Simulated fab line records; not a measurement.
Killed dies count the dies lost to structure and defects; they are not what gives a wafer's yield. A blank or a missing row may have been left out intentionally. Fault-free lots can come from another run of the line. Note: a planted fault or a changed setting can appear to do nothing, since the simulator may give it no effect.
Struck lot and sound lot, side by side	flow sky130	42 steps out of a route of 708
Sound: wafers L734.1, L734.3, L734.4. Struck: wafer L744.2 (L744.3, L744.6, from the same lot, were not struck and are left out); the cause is given at the end.
Order at every step that has rows: each side's tool, ch and its chambers, its first start. Under that, the readings that differ: sound wafers	struck wafers	difference of the means	sigmas: that difference in standard deviations of wafers without a fault.
alike: readings whose means differ by less than 2 such deviations, and words and numbers that are the same on both sides. not compared: withheld readings, readings that some wafer has no value for, bounds like >300 that may hide the same value, and numbers for which the record gives no deviation and whose values overlap.
A row with sigmas, a row that says differs or no value, or rows on one side alone: a step with any of these is where the two part. Non-overlapping numbers with no deviation appear without sigmas and do not part them. A reading missing from all wafers of one side parts the sides only when that side holds two or more wafers.

SKY_SD_P_OVL_MEAS_08:
  sound on overlay-01 at day 27 04:41; struck on overlay-01 at day 30 12:11
  alike: SD_P_OVL
then, 1 step without rows for these wafers: SKY_SD_P_IMPLANT_09.
SKY_SD_P_STRIP_10: strips in O2/N2.
  sound on plasma-asher-04 ch 0,1, day 27 04:52; struck on plasma-asher-04 ch 1, day 30 12:22
  alike: drypump-motor-current-A, oes-product-au, strip-time-to-endpoint-s
  not compared: rf-hours-counter-h
SKY_SD_P_TW_MEAS_11:
  sound on film-metro-03 at day 27 04:58; struck on film-metro-01 at day 30 12:28
  alike: SD_P_TW
then, 8 steps without rows for these wafers: SKY_RES_XHIGH_DEHYDRATE_00 (time 60 s); SKY_RES_XHIGH_HMDS_01 (prime time 60 s); SKY_RES_XHIGH_COAT_02 (resist thk 1140 nm); SKY_RES_XHIGH_SOFTBAKE_03 (time 60 s); SKY_RES_XHIGH_EXPOSE_04 (exposes mask URPM, target cd 1270 nm); SKY_RES_XHIGH_PEB_05; SKY_RES_XHIGH_DEVELOP_06 (develop time 60 s); SKY_RES_XHIGH_IMPLANT_07.
SKY_RES_XHIGH_STRIP_08: strips in O2/N2.
  sound on plasma-asher-03 ch 0,1, day 28 09:16; struck on plasma-asher-03 ch 1, day 31 16:04
  alike: drypump-motor-current-A, oes-product-au, strip-time-to-endpoint-s
  not compared: rf-hours-counter-h
SKY_RES_XHIGH_TW_MEAS_09:
  sound on film-metro-03 at day 28 09:22; struck on film-metro-01 at day 31 16:10
reading	sound	struck	difference	sigmas
RES_XHIGH_TW	1633 1627 1638	1659	+26	+3
then, 7 steps without rows for these wafers: SKY_SD_N_DEHYDRATE_00 (time 60 s); SKY_SD_N_HMDS_01 (prime time 60 s); SKY_SD_N_COAT_02 (resist thk 1140 nm); SKY_SD_N_SOFTBAKE_03 (time 60 s); SKY_SD_N_EXPOSE_04 (exposes mask NSDM, target cd 380 nm); SKY_SD_N_PEB_05; SKY_SD_N_DEVELOP_06 (develop time 60 s).
SKY_SD_N_CD_MEAS_07 targets a cd of 380 nm.
  sound on cd-sem-01 at day 29 12:52; struck on cd-sem-01 at day 32 18:32
  alike: cd-nm
SKY_SD_N_OVL_MEAS_08:
  sound on overlay-01 at day 29 12:59; struck on overlay-02 at day 32 18:38
  alike: SD_N_OVL
then, 2 steps without rows for these wafers: SKY_SD_N_IMPLANT_09; SKY_SD_N_IMPLANT_10.
SKY_SD_N_STRIP_11: strips in O2/N2.
  sound on plasma-asher-03 ch 0,1, day 29 13:19; struck on plasma-asher-01 ch 0, day 32 18:58
reading	sound	struck	difference	sigmas
drypump-motor-current-A (A)	6.5 6.4 6.1	5.5	-0.8	-2
  alike: oes-product-au, strip-time-to-endpoint-s
  not compared: rf-hours-counter-h
SKY_SD_N_TW_MEAS_12:
  sound on film-metro-01 at day 29 13:25; struck on film-metro-01 at day 32 19:04
  alike: SD_N_TW
then, 1 step without rows for these wafers: SKY_SD_N_CLEAN_13 (cleans in SC1/SC2, time 150 s).
SKY_SD_N_RTA_14: time 2 s.
  sound on rtp-anneal-01 ch 0, day 29 13:31; struck on rtp-anneal-01 ch 0, day 32 19:11
  alike: lamp-power-pct, ramp-up-c-per-s, wafer_temp_C_max
SKY_SD_N_RS_MEAS_16: measurement is done with a four-point probe.
  sound on film-metro-03 at day 29 13:42; struck on film-metro-04 at day 32 19:22
reading	sound	struck	difference	sigmas
SD_N_RS (ohm/sq)	68.62 68.71 68.78	68.48	-0.22	-2
SKY_SD_N_RS_MEAS_17: measurement is done with a four-point probe.
  sound on film-metro-03 at day 29 13:49; struck on film-metro-04 at day 32 19:29
  alike: SD_P_RS
SKY_SD_N_RS_MEAS_18: measurement is done with a four-point probe.
  sound on film-metro-03 at day 29 13:56; struck on film-metro-04 at day 32 19:37
  alike: RES_XHIGH_RS
then, 2 steps without rows for these wafers: SKY_SALICIDE_CLEAN_00 (cleans in HF-last, time 30 s); SKY_LI_CONTACT_HDPCVD_00 (deposits PSG, target thk 930 nm, time 157.7 s).
SKY_LI_CONTACT_THK_MEAS_01:
  sound on film-metro-03 at day 29 14:11; struck on film-metro-03 at day 32 19:50
  alike: LI_CONTACT_HDPCVD_THK
SKY_LI_CONTACT_CMP_02: polishes PSG.
  sound on cmp-01 ch 0,1,2, day 29 14:17; struck on cmp-02 ch 3, day 32 19:56
reading	sound	struck	difference	sigmas
time-to-endpoint-s (s)	40 36 32	26	-10	-3
  alike: motor-current-A
SKY_LI_CONTACT_BOW_MEAS_03:
  sound on film-metro-04 at day 29 14:32; struck on film-metro-01 at day 32 20:13
  alike: LI_CONTACT_BOW
then, 4 steps without rows for these wafers: SKY_LI_CONTACT_DEHYDRATE_04 (time 60 s); SKY_LI_CONTACT_HMDS_05 (prime time 60 s); SKY_LI_CONTACT_COAT_06 (resist thk 60 nm); SKY_LI_CONTACT_COAT_07 (resist thk 450 nm).
-- a jump in the record: the struck wafers' starts before and after are 16 days apart (it breaks off in module LI_CONTACT and resumes in module PAD_OPEN, where the first step shown is number 708 of the route) --
SKY_PAD_OPEN_PROBE_99:
  sound on prober-02 at day 47 02:11; struck on prober-02 at day 49 06:02
reading	sound	struck	difference	sigmas
killed_at_M4_up	5 4 5	1	-4	-2
killed-at-other	0 0 1	44	+44	+70
killed-dies	80 96 84	119	+32	+3
killed-on-rim	14 20 18	26	+9	+2
  alike: killed_at_M0_to_M3, killed-at-contacts, killed-at-front-end, killed-open, killed-short

## WHERE THEY PART
Last at SKY_PAD_OPEN_PROBE_99 as far as this record goes, first at SKY_RES_XHIGH_TW_MEAS_09.

WHY: the cause the simulator had injected
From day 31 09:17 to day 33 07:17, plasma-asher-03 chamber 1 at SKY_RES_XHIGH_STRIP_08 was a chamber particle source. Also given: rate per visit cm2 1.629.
